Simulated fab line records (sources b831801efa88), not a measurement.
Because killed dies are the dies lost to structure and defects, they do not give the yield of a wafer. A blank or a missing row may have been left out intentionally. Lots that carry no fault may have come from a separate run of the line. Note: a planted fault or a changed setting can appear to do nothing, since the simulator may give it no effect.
fab line records -- flow sky130 -- part 1 of 2: steps 1 to 26 of 39
[record] lots = 5, wafers = 15, last_day = 50
route steps=708 shown FIELD_ISO@5 NWELL@32 DNWELL@35
lots that met no fault: taken from a fault-free run of the same line
start_h: the number of hours between the record's first day and the start of the first shown wafer of the lot -- wait_h: hours from the lot's prior step to this one -- " the same as in the row above -- L1.1+2: one row covering several wafers at once -- - no value, or no start given -- * or withheld: withheld -- < > ~ a bound
route shown NAME@n: names a module that has steps shown in the file, with the first one's number in the route -- usual: mean/standard deviation of fault-free wafers -- same: alike in all rows -- chamber/n: place in a boat -- sites: per-site readings -- _std_site: the values' standard deviation -- _edge_site: mean of outer sites minus mean of inner sites -- radius_mm: for every site, how far away it sits from the centre of the wafer -- mask NAME#n: copy n -- behind: the last tool/chamber to shape the wafer -- hold: the reason the lot was held/the length of the hold in hours/how it ended -- device: the transistor (n, p or np) that didn't switch -- end of line: tests of these same wafers at the route's end -- a step without rows: its recipe alone -- killed: count of dies lost to structure and defects at first sort (not the wafer's yield) -- map: a wafer's dies, marking killed ones x, the rest . and places with no die _
set.NAME: the setting as run; set.NAME@STEP: as run at that earlier step -- model.NAME: the simulator's own value behind a step, which no gauge read
lots at selected steps of the route; one table per step, one row per wafer
services: the hour from which a tool's chamber was out of use, counted from the record's first day as start_h (under 0 if before that day), plus the number of hours and why
[[steps]]
[step SKY_FIELD_ISO_THK_MEAS_04]
[recipe] reads = Si3N4_of_FIELD_ISO_CVD_03
[usual] FIELD_ISO_CVD_03_THK = 166.3/1.3
lot.wafer,tool,chamber,start_h,wait_h,FIELD_ISO_CVD_03_THK[nm]
L074.3,film_metro-01,-,16.09,0.0,168.4
L074.5,film_metro-01,-,16.09,0.0,168.4
L074.6,film_metro-01,-,16.09,0.0,166.9
L081.2,film_metro-04,-,49.24,0.0,165.6
L081.3,film_metro-04,-,49.24,0.0,166.2
L081.6,film_metro-04,-,49.24,0.0,166.6
L088.3,film_metro-01,-,87.96,0.0,166.4
L088.4,film_metro-01,-,87.96,0.0,167.2
L088.5,film_metro-01,-,87.96,0.0,166.9
L092.1,film_metro-04,-,108.22,0.0,166.2
L092.5,film_metro-04,-,108.22,0.0,166.5
L092.6,film_metro-04,-,108.22,0.0,166.8
L093.1,film_metro-04,-,116.64,0.0,163.9
L093.2,film_metro-04,-,116.64,0.0,164.8
L093.5,film_metro-04,-,116.64,0.0,165.5
[step SKY_FIELD_ISO_DEHYDRATE_05]
[recipe] temp_c = 200, time_s = 60
lot.wafer,tool,chamber,start_h,wait_h
L074.3+5+6,litho_track-04,0,21.79,5.7
L081.2+3+6,litho_track-04,0,56.37,7.1
L088.3+4+5,litho_track-02,0,96.07,8.1
L092.1+5+6,litho_track-04,0,116.44,8.2
L093.1+2+5,litho_track-04,0,124.14,7.5
[step SKY_FIELD_ISO_HMDS_06]
[recipe] prime_time_s = 60, prime_temp_c = 120
lot.wafer,tool,chamber,start_h,wait_h
L074.3+5+6,litho_track-04,0,21.94,0.1
L081.2+3+6,litho_track-04,0,56.52,0.1
L088.3+4+5,litho_track-02,0,96.22,0.1
L092.1+5+6,litho_track-04,0,116.59,0.1
L093.1+2+5,litho_track-04,0,124.29,0.1
[step SKY_FIELD_ISO_COAT_07]
[recipe] resist = BARC, temp_c = withheld, time_s = withheld, spin_rpm = 3000, resist_thk_nm = 60
[usual] spin_speed_rpm = 3000.3/1.9
lot.wafer,tool,chamber,start_h,wait_h,spin_speed_rpm
L074.3,litho_track-04,0,22.09,0.1,3002.6
L074.5,litho_track-04,0,22.09,0.1,3001.5
L074.6,litho_track-04,0,22.09,0.1,3002.0
L081.2,litho_track-04,0,56.67,0.1,3002.2
L081.3,litho_track-04,0,56.67,0.1,3001.6
L081.6,litho_track-04,0,56.67,0.1,2999.7
L088.3,litho_track-02,0,96.37,0.1,3002.2
L088.4,litho_track-02,0,96.37,0.1,3002.1
L088.5,litho_track-02,0,96.37,0.1,2998.0
L092.1,litho_track-04,0,116.74,0.1,3003.1
L092.5,litho_track-04,0,116.74,0.1,3001.5
L092.6,litho_track-04,0,116.74,0.1,3002.4
L093.1,litho_track-04,0,124.44,0.1,3000.7
L093.2,litho_track-04,0,124.44,0.1,3001.7
L093.5,litho_track-04,0,124.44,0.1,3003.9
[step SKY_FIELD_ISO_COAT_08]
[recipe] resist = KrF-thick, spin_rpm = 3000, resist_thk_nm = 450
[usual] spin_speed_rpm = 2999.7/2
lot.wafer,tool,chamber,start_h,wait_h,spin_speed_rpm
L074.3,litho_track-04,0,-,-,2997.9
L074.5,litho_track-04,0,-,-,3001.0
L074.6,litho_track-04,0,-,-,2999.0
L081.2,litho_track-04,0,-,-,2999.4
L081.3,litho_track-04,0,-,-,3003.9
L081.6,litho_track-04,0,-,-,2993.9
L088.3,litho_track-02,0,-,-,2998.2
L088.4,litho_track-02,0,-,-,3000.8
L088.5,litho_track-02,0,-,-,2998.7
L092.1,litho_track-04,0,-,-,2998.1
L092.5,litho_track-04,0,-,-,3001.7
L092.6,litho_track-04,0,-,-,2996.1
L093.1,litho_track-04,0,-,-,3003.5
L093.2,litho_track-04,0,-,-,3001.5
L093.5,litho_track-04,0,-,-,3000.2
[step SKY_FIELD_ISO_SOFTBAKE_09]
[recipe] temp_c = 100.4, time_s = 90, resist = KrF-thick
lot.wafer,tool,chamber,start_h,wait_h
L074.3+5+6,litho_track-04,0,-,-
L081.2+3+6,litho_track-04,0,-,-
L088.3+4+5,litho_track-02,0,-,-
L092.1+5+6,litho_track-04,0,-,-
L093.1+2+5,litho_track-04,0,-,-
[step SKY_FIELD_ISO_EXPOSE_10]
[recipe] mask_id = FOM, na = 0.68, source_shape = annular, sigma_inner = 0.4, sigma_outer = 0.8, target_cd_nm = 150, dose_mj = 28
[usual] exposure_dose_mJ_cm2 = 27.939/0.028
lot.wafer,tool,chamber,start_h,wait_h,mask,exposure_dose_mJ_cm2
L074.3,krf_scanner-01,0,-,-,FOM#0,27.914
L074.5,krf_scanner-01,0,-,-,FOM#0,27.908
L074.6,krf_scanner-01,0,-,-,FOM#0,27.909
L081.2,krf_scanner-02,0,-,-,FOM#0,27.973
L081.3,krf_scanner-02,0,-,-,FOM#0,27.953
L081.6,krf_scanner-02,0,-,-,FOM#0,27.990
L088.3,krf_scanner-01,0,-,-,FOM#0,27.961
L088.4,krf_scanner-01,0,-,-,FOM#0,27.950
L088.5,krf_scanner-01,0,-,-,FOM#0,27.949
L092.1,krf_scanner-01,0,-,-,FOM#0,27.961
L092.5,krf_scanner-01,0,-,-,FOM#0,27.978
L092.6,krf_scanner-01,0,-,-,FOM#0,27.944
L093.1,krf_scanner-02,0,-,-,FOM#0,27.938
L093.2,krf_scanner-02,0,-,-,FOM#0,27.992
L093.5,krf_scanner-02,0,-,-,FOM#0,27.968
[step SKY_FIELD_ISO_PEB_11]
[recipe] peb_temp_c = withheld, peb_time_s = withheld, resist = KrF-thick
lot.wafer,tool,chamber,start_h,wait_h
L074.3+5+6,litho_track-02,0,-,-
L081.2+3+6,litho_track-03,0,-,-
L088.3+4+5,litho_track-04,0,-,-
L092.1+5+6,litho_track-03,0,-,-
L093.1+2+5,litho_track-03,0,-,-
[step SKY_FIELD_ISO_DEVELOP_12]
[recipe] develop_time_s = 60, resist = KrF-thick, dev_temp_c = 21
[same] develop_time_s = 60
lot.wafer,tool,chamber,start_h,wait_h
L074.3+5+6,litho_track-02,0,-,-
L081.2+3+6,litho_track-03,0,-,-
L088.3+4+5,litho_track-04,0,-,-
L092.1+5+6,litho_track-03,0,-,-
L093.1+2+5,litho_track-03,0,-,-
[step SKY_FIELD_ISO_CD_MEAS_13]
[recipe] target_cd_nm = 150
[usual] cd_nm = 150.5/1.7
lot.wafer,tool,chamber,start_h,wait_h,cd_nm
L074.3,cd_sem-02,-,30.11,-,149.4
L074.5,cd_sem-02,-,30.11,-,151.1
L074.6,cd_sem-02,-,30.11,-,149.2
L081.2,cd_sem-02,-,65.68,-,150.4
L081.3,cd_sem-02,-,65.68,-,151.0
L081.6,cd_sem-02,-,65.68,-,150.8
L088.3,cd_sem-02,-,105.38,-,153.0
L088.4,cd_sem-02,-,105.38,-,152.3
L088.5,cd_sem-02,-,105.38,-,153.5
L092.1,cd_sem-01,-,125.81,-,148.6
L092.5,cd_sem-01,-,125.81,-,148.0
L092.6,cd_sem-01,-,125.81,-,151.2
L093.1,cd_sem-02,-,133.46,-,148.4
L093.2,cd_sem-02,-,133.46,-,148.5
L093.5,cd_sem-02,-,133.46,-,149.3
[step SKY_FIELD_ISO_ETCH_14]
[recipe] chemistry = N2/H2, target = BARC, ion_energy_ev = 200, source_w = 500, bias_w = 100, pressure_mtorr = 30, n2_flow_sccm = 100, h2_flow_sccm = 200, stop_on = SiO2, time_s = 45.9, target_depth_a = 600
[usual] bias_w = 100.0/0.31, drypump_motor_current_A = 5.8/0.42, oes_product_au = 0.855/0.0042, rf_fwd_power_W = 494.8/2.4, throttle_valve_pct = 13.224/0.0094
lot.wafer,tool,chamber,start_h,wait_h,bias_w,drypump_motor_current_A,oes_product_au,rf_fwd_power_W,rf_hours_counter_h,throttle_valve_pct
L074.3,rie_diel-03,0,30.19,0.1,99.8,5.2,0.853,496.3,75,13.213
L074.5,rie_diel-03,1,30.19,0.1,99.6,5.1,0.860,494.9,-,13.218
L074.6,rie_diel-03,2,30.19,0.1,100.1,5.8,0.858,496.1,-,13.221
L081.2,rie_diel-02,0,65.78,0.1,100.3,5.3,0.856,494.6,29,13.227
L081.3,rie_diel-02,1,65.78,0.1,100.1,6.2,0.854,498.1,95,13.240
L081.6,rie_diel-02,0,65.78,0.1,99.6,5.3,0.853,495.2,-,13.209
L088.3,rie_diel-02,2,105.46,0.1,99.6,6.1,0.862,493.7,92,13.220
L088.4,rie_diel-02,0,105.46,0.1,99.9,5.3,0.859,494.9,31,13.231
L088.5,rie_diel-02,3,105.46,0.1,100.0,6.2,0.854,494.5,-,13.230
L092.1,rie_diel-03,0,125.93,0.1,100.2,5.2,0.856,497.6,76,13.222
L092.5,rie_diel-03,0,125.93,0.1,100.2,5.2,0.855,498.4,-,13.227
L092.6,rie_diel-03,1,125.93,0.1,100.1,5.1,0.863,496.8,-,13.211
L093.1,rie_diel-03,2,133.58,0.1,99.8,5.8,0.853,490.8,49,13.223
L093.2,rie_diel-03,3,133.58,0.1,99.9,5.8,0.854,490.5,92,13.214
L093.5,rie_diel-03,2,133.58,0.1,99.3,5.8,0.851,494.8,-,13.230
[step SKY_FIELD_ISO_ETCH_15]
[recipe] chemistry = CHF3/O2, target_depth_nm = 180, stop_on = Si, source_w = 600, bias_w = 200, pressure_mtorr = 40, chf3_flow_sccm = 50, O2_flow_sccm = 5, time_s = 72
[usual] bias_w = 200.0/0.6, drypump_motor_current_A = 5.7/0.42, oes_product_au = 0.950/0.0071, rf_fwd_power_W = 595.1/2.4, throttle_valve_pct = 8.844/0.0092
lot.wafer,tool,chamber,start_h,wait_h,bias_w,drypump_motor_current_A,oes_product_au,rf_fwd_power_W,rf_hours_counter_h,throttle_valve_pct
L074.3,rie_diel-03,0,30.23,0.0,200.1,5.2,0.958,594.8,75,8.855
L074.5,rie_diel-03,1,30.23,0.0,200.5,5.1,0.965,593.7,-,8.849
L074.6,rie_diel-03,2,30.23,0.0,199.5,5.7,0.947,591.3,-,8.858
L081.2,rie_diel-02,0,65.82,0.0,200.7,5.3,0.952,592.5,29,8.846
L081.3,rie_diel-02,1,65.82,0.0,200.9,6.2,0.950,596.0,95,8.845
L081.6,rie_diel-02,0,65.82,0.0,200.8,5.3,0.957,594.3,-,8.842
L088.3,rie_diel-02,2,105.51,0.0,200.5,6.1,0.953,595.5,92,8.834
L088.4,rie_diel-02,0,105.51,0.0,199.8,5.3,0.951,597.3,31,8.852
L088.5,rie_diel-02,3,105.51,0.0,199.9,6.2,0.955,596.6,-,8.842
L092.1,rie_diel-03,0,125.97,0.0,200.0,5.2,0.949,597.8,76,8.844
L092.5,rie_diel-03,0,125.97,0.0,200.6,5.2,0.944,592.7,-,8.840
L092.6,rie_diel-03,1,125.97,0.0,200.0,5.1,0.954,598.1,-,8.844
L093.1,rie_diel-03,2,133.62,0.0,199.7,5.7,0.944,596.2,49,8.844
L093.2,rie_diel-03,3,133.62,0.0,200.5,5.9,0.943,591.0,92,8.837
L093.5,rie_diel-03,2,133.62,0.0,201.2,5.8,0.950,593.9,-,8.825
[step SKY_FIELD_ISO_STRIP_16]
[recipe] chemistry = O2/N2, power_w = 1400, pressure_mtorr = 1500, platen_temp_c = withheld, o2_flow_sccm = 3000, n2_flow_sccm = 300, overash_fraction = 0.5
[usual] drypump_motor_current_A = 5.6/0.47, oes_product_au = 0.378/0.0048, strip_time_to_endpoint_s = 3.56/0.036
lot.wafer,tool,chamber,start_h,wait_h,drypump_motor_current_A,oes_product_au,rf_hours_counter_h,strip_time_to_endpoint_s
L074.3,plasma_asher-02,1,30.32,0.1,5.2,0.376,-,3.60
L074.5,plasma_asher-02,0,30.32,0.1,6.1,0.387,-,3.62
L074.6,plasma_asher-02,1,30.32,0.1,5.2,0.383,-,3.59
L081.2,plasma_asher-02,0,65.88,0.0,6.1,0.372,25,3.51
L081.3,plasma_asher-02,1,65.88,0.0,5.2,0.374,-,3.45
L081.6,plasma_asher-02,1,65.88,0.0,5.2,0.377,-,3.52
L088.3,plasma_asher-03,0,105.60,0.1,5.3,0.374,-,3.52
L088.4,plasma_asher-03,1,105.60,0.1,6.2,0.374,-,3.51
L088.5,plasma_asher-03,0,105.60,0.1,5.3,0.375,-,3.59
L092.1,plasma_asher-01,1,126.03,0.0,5.7,0.373,1,3.57
L092.5,plasma_asher-01,1,126.03,0.0,5.7,0.387,-,3.60
L092.6,plasma_asher-01,0,126.03,0.0,5.0,0.384,-,3.60
L093.1,plasma_asher-02,0,133.68,0.0,6.1,0.375,32,3.52
L093.2,plasma_asher-02,1,133.68,0.0,5.2,0.386,32,3.55
L093.5,plasma_asher-02,0,133.68,0.0,6.1,0.376,-,3.55
[step SKY_FIELD_ISO_ETCH_17]
[recipe] target_depth_a = 3420, mask_material = Si3N4, chemistry = HBr/Cl2/O2, target = Si, taper_deg = 5, icp_w = 600, bias_w = 150, pressure_mtorr = 15, HBr_flow_sccm = 150, Cl2_flow_sccm = 40, O2_flow_sccm = 6, time_s = 97.7
[usual] bias_w = 150.0/0.45, drypump_motor_current_A = 5.7/0.34, mfc_cl2_sccm = 40.03/0.13, oes_product_au = 1.000/0.0071, rf_fwd_power_W = 596.4/1.8, throttle_valve_pct = 25.656/0.01
lot.wafer,tool,chamber,start_h,wait_h,bias_w,drypump_motor_current_A,mfc_cl2_sccm,oes_product_au,rf_fwd_power_W,rf_hours_counter_h,throttle_valve_pct
L074.3,rie_si-01,0,30.39,0.0,150.0,6.0,39.92,1.014,591.2,2,25.642
L074.5,rie_si-01,0,30.39,0.0,150.4,6.0,40.13,1.001,593.0,-,25.657
L074.6,rie_si-01,3,30.39,0.0,150.1,5.4,39.76,1.007,598.2,-,25.661
L081.2,rie_si-01,0,65.98,0.1,150.1,6.0,40.01,1.010,596.9,3,25.655
L081.3,rie_si-01,0,65.98,0.1,149.6,6.0,39.99,0.998,595.6,-,25.642
L081.6,rie_si-01,0,65.98,0.1,150.0,6.0,39.99,1.006,597.1,-,25.663
L088.3,rie_si-02,0,105.66,0.0,149.6,5.6,40.02,1.002,597.2,102,25.648
L088.4,rie_si-02,2,105.66,0.0,150.2,6.0,39.97,0.983,596.2,0,25.662
L088.5,rie_si-02,3,105.66,0.0,149.9,5.7,40.22,0.995,601.3,-,25.658
L092.1,rie_si-02,1,126.13,0.1,150.6,5.3,40.11,1.003,597.0,127,25.652
L092.5,rie_si-02,1,126.13,0.1,150.5,5.3,40.22,1.015,596.2,-,25.645
L092.6,rie_si-02,2,126.13,0.1,149.9,6.0,40.18,0.996,596.2,-,25.651
L093.1,rie_si-01,2,133.78,0.1,150.3,6.0,40.04,0.992,595.3,101,25.666
L093.2,rie_si-01,0,133.78,0.1,150.5,6.0,40.08,0.995,595.0,3,25.673
L093.5,rie_si-01,0,133.78,0.1,150.6,6.0,39.90,1.008,594.8,-,25.649
[step SKY_FIELD_ISO_WET_ETCH_18]
[recipe] chemistry = H3PO4, target_depth_nm = 25, temp_c = 160, target = Si3N4, time_s = 286
lot.wafer,tool,chamber,start_h,wait_h
L074.3+5+6,wet_bench-02,3,30.46,0.0
L081.2+3+6,wet_bench-02,3,66.09,0.1
L088.3+4+5,wet_bench-03,0,105.73,0.0
L092.1+5+6,wet_bench-01,2,126.20,0.0
L093.1+2+5,wet_bench-03,2,133.85,0.0
[step SKY_FIELD_ISO_CLEAN_19]
[recipe] chemistry = SC1/SC2, mix = 1:4:20, temp_c = 70, time_s = 150
lot.wafer,tool,chamber,start_h,wait_h
L074.3+5+6,wet_bench-03,2,30.56,0.0
L081.2+3+6,wet_bench-01,1,66.17,0.0
L088.3+4+5,wet_bench-01,2,105.82,0.0
L092.1+5+6,wet_bench-03,0,126.29,0.0
L093.1+2+5,wet_bench-01,3,133.94,0.0
[step SKY_FIELD_ISO_CLEAN_20]
[recipe] chemistry = dHF, time_s = 20, dilution = 100:1
lot.wafer,tool,chamber,start_h,wait_h
L074.3+5+6,wet_bench-01,2,30.61,0.0
L081.2+3+6,wet_bench-03,3,66.22,0.0
L088.3+4+5,wet_bench-02,0,105.87,0.0
L092.1+5+6,wet_bench-01,1,126.34,0.0
L093.1+2+5,wet_bench-02,2,133.99,0.0
[step SKY_FIELD_ISO_WET_ETCH_21]
[recipe] chemistry = dHF, dilution = 100:1, target_depth_nm = 20, dry = ipa_marangoni, target = SiO2, temp_c = 25, time_s = 400
lot.wafer,tool,chamber,start_h,wait_h
L074.3+5+6,wet_bench-02,2,30.62,0.0
L081.2+3+6,wet_bench-02,2,66.24,0.0
L088.3+4+5,wet_bench-03,0,105.89,0.0
L092.1+5+6,wet_bench-02,0,126.35,0.0
L093.1+2+5,wet_bench-03,3,134.01,0.0
[step SKY_FIELD_ISO_OXIDATION_22]
[recipe] temp_c = 950, ambient = O2, stabilise_s = 600, purge_s = 300, target_thk_a = 100, ox_time_s = 623
[usual] spike_tc_bottom_C = 971/3.9, tube_center_temp_C_max = 952.4/0.42
[same] purge_s = 300
lot.wafer,tool,chamber,start_h,wait_h,spike_tc_bottom_C,tube_center_temp_C_max
L074.3,furnace-02,0,31.82,1.1,967,952.4
L074.5,furnace-02,0,31.82,1.1,966,952.4
L074.6,furnace-02,0,31.82,1.1,966,952.2
L081.2,furnace-01,0,68.91,2.6,975,952.7
L081.3,furnace-01,0,68.91,2.6,973,952.4
L081.6,furnace-01,0,68.91,2.6,975,952.6
L088.3,furnace-02,0,109.08,3.1,965,952.4
L088.4,furnace-02,0,109.08,3.1,964,953.7
L088.5,furnace-02,0,109.08,3.1,966,951.9
L092.1,furnace-01,0,128.88,2.4,974,952.3
L092.5,furnace-01,0,128.88,2.4,974,952.4
L092.6,furnace-01,0,128.88,2.4,974,952.6
L093.1,furnace-01,0,134.53,0.4,972,952.5
L093.2,furnace-01,0,134.53,0.4,973,952.7
L093.5,furnace-01,0,134.53,0.4,975,953.5
[step SKY_FIELD_ISO_THK_MEAS_23]
[recipe] reads = SiO2_of_FIELD_ISO_OXIDATION_22
[usual] FIELD_ISO_OXIDATION_01_THK = 10.02/0.24
lot.wafer,tool,chamber,start_h,wait_h,FIELD_ISO_OXIDATION_01_THK[nm]
L074.3,film_metro-04,-,33.01,0.0,10.17
L074.5,film_metro-04,-,33.01,0.0,10.21
L074.6,film_metro-04,-,33.01,0.0,10.27
L081.2,film_metro-04,-,70.09,0.0,9.89
L081.3,film_metro-04,-,70.09,0.0,9.97
L081.6,film_metro-04,-,70.09,0.0,9.94
L088.3,film_metro-01,-,110.27,0.0,9.66
L088.4,film_metro-01,-,110.27,0.0,9.65
L088.5,film_metro-01,-,110.27,0.0,9.86
L092.1,film_metro-01,-,130.06,0.0,10.13
L092.5,film_metro-01,-,130.06,0.0,10.04
L092.6,film_metro-01,-,130.06,0.0,10.11
L093.1,film_metro-01,-,135.70,0.0,10.12
L093.2,film_metro-01,-,135.70,0.0,10.15
L093.5,film_metro-01,-,135.70,0.0,10.20
[step SKY_FIELD_ISO_CVD_24]
[recipe] material = SiO2, target_thk_nm = 595, temp_c = 650, sigma_open_frac = 0.3, time_s = 99.2, sih4_flow_sccm = 60, pressure_mtorr = 6
lot.wafer,tool,chamber,start_h,wait_h
L074.3+5+6,hdpcvd-01,"1,2,1",33.05,0.0
L081.2+3+6,hdpcvd-01,"1,0,0",70.22,0.1
L088.3+4+5,hdpcvd-01,"2,1,2",110.31,0.0
L092.1+5+6,hdpcvd-01,"1,1,0",130.12,0.1
L093.1+2+5,hdpcvd-01,"2,1,0",135.76,0.1
[step SKY_FIELD_ISO_THK_MEAS_25]
[recipe] reads = SiO2_of_FIELD_ISO_CVD_24
[usual] FIELD_ISO_CVD_24_THK = 598/5.5
lot.wafer,tool,chamber,start_h,wait_h,FIELD_ISO_CVD_24_THK[nm]
L074.3,film_metro-03,-,33.14,0.1,602
L074.5,film_metro-03,-,33.14,0.1,606
L074.6,film_metro-03,-,33.14,0.1,597
L081.2,film_metro-04,-,70.30,0.0,595
L081.3,film_metro-04,-,70.30,0.0,606
L081.6,film_metro-04,-,70.30,0.0,596
L088.3,film_metro-04,-,110.40,0.1,602
L088.4,film_metro-04,-,110.40,0.1,596
L088.5,film_metro-04,-,110.40,0.1,595
L092.1,film_metro-04,-,130.19,0.0,585
L092.5,film_metro-04,-,130.19,0.0,592
L092.6,film_metro-04,-,130.19,0.0,591
L093.1,film_metro-01,-,135.83,0.0,599
L093.2,film_metro-01,-,135.83,0.0,594
L093.5,film_metro-01,-,135.83,0.0,593
[step SKY_FIELD_ISO_ANNEAL_26]
[recipe] temp_c = 1000, time_s = 1800, ambient = N2
[usual] spike_tc_bottom_C = 1019/4.1, tube_center_temp_C_max = 1002.6/0.38
lot.wafer,tool,chamber,start_h,wait_h,spike_tc_bottom_C,tube_center_temp_C_max
L074.3,furnace-02,0,33.18,0.0,1016,1001.9
L074.5,furnace-02,0,33.18,0.0,1017,1002.6
L074.6,furnace-02,0,33.18,0.0,1016,1002.4
L081.2,furnace-01,0,78.72,8.4,1022,1002.5
L081.3,furnace-01,0,78.72,8.4,1024,1003.3
L081.6,furnace-01,0,78.72,8.4,1023,1002.5
L088.3,furnace-01,0,117.55,7.1,1023,1002.8
L088.4,furnace-01,0,117.55,7.1,1023,1002.7
L088.5,furnace-01,0,117.55,7.1,1026,1002.6
L092.1,furnace-02,0,132.88,2.7,1016,1002.0
L092.5,furnace-02,0,132.88,2.7,1015,1002.9
L092.6,furnace-02,0,132.88,2.7,1015,1002.6
L093.1,furnace-02,0,137.43,1.6,1015,1002.4
L093.2,furnace-02,0,137.43,1.6,1016,1002.2
L093.5,furnace-02,0,137.43,1.6,1015,1002.9
[step SKY_FIELD_ISO_CMP_27]
[recipe] stop_on = Si3N4, t_overpolish_s = 16, down_force_psi = 4, platen_rpm = 60, target_thk_nm = 457.8, pad_velocity_m_s = 0.94248
[usual] motor_current_A = 12.1/1.1, overpolish_run_s = 15.999/0.0084, slurry_filter_dp_kPa = 13.50/0.14, time_to_endpoint_s = 112/3.7
lot.wafer,tool,chamber,start_h,wait_h,motor_current_A,overpolish_run_s,slurry_filter_dp_kPa,time_to_endpoint_s
L074.3,cmp-01,2,34.78,0.1,12.5,15.992,13.43,117
L074.5,cmp-01,0,34.78,0.1,11.5,16.000,13.59,119
L074.6,cmp-01,1,34.78,0.1,11.8,15.994,13.36,114
L081.2,cmp-02,1,80.22,0.0,10.0,15.996,13.58,112
L081.3,cmp-02,3,80.22,0.0,11.8,16.004,13.37,116
L081.6,cmp-02,2,80.22,0.0,13.0,16.003,13.52,110
L088.3,cmp-02,3,119.14,0.1,11.9,16.009,13.55,114
L088.4,cmp-02,0,119.14,0.1,13.3,16.005,13.42,115
L088.5,cmp-02,2,119.14,0.1,13.1,15.994,13.46,109
L092.1,cmp-02,1,134.48,0.1,10.2,16.003,13.54,104
L092.6,cmp-02,3,134.48,0.1,11.6,16.004,13.69,106
L092.5,cmp-02,0,134.48,0.1,12.9,15.997,13.54,110
L093.2,cmp-01,3,139.03,0.1,12.3,16.000,13.62,111
L093.1,cmp-01,0,139.03,0.1,12.2,16.005,13.52,109
L093.5,cmp-01,2,139.03,0.1,12.3,16.000,13.41,108
[step SKY_FIELD_ISO_WET_ETCH_28]
[recipe] chemistry = dHF, target_depth_nm = 23.7, target = SiO2, dilution = 10:1, temp_c = 25, time_s = 47
lot.wafer,tool,chamber,start_h,wait_h
L074.3+5+6,wet_bench-02,1,34.98,0.1
L081.2+3+6,wet_bench-02,1,80.52,0.2
L088.3+4+5,wet_bench-01,2,119.39,0.2
L092.1+5+6,wet_bench-01,1,134.68,0.1
L093.1+2+5,wet_bench-01,0,139.23,0.1
[step SKY_FIELD_ISO_WET_ETCH_29]
[recipe] chemistry = H3PO4, target_depth_nm = 160, target = Si3N4, temp_c = 160, time_s = 1825
lot.wafer,tool,chamber,start_h,wait_h
L074.3+5+6,wet_bench-03,2,35.01,0.0
L081.2+3+6,wet_bench-01,0,80.55,0.0
L088.3+4+5,wet_bench-01,3,119.41,0.0
L092.1+5+6,wet_bench-02,2,134.71,0.0
L093.1+2+5,wet_bench-02,0,139.25,0.0
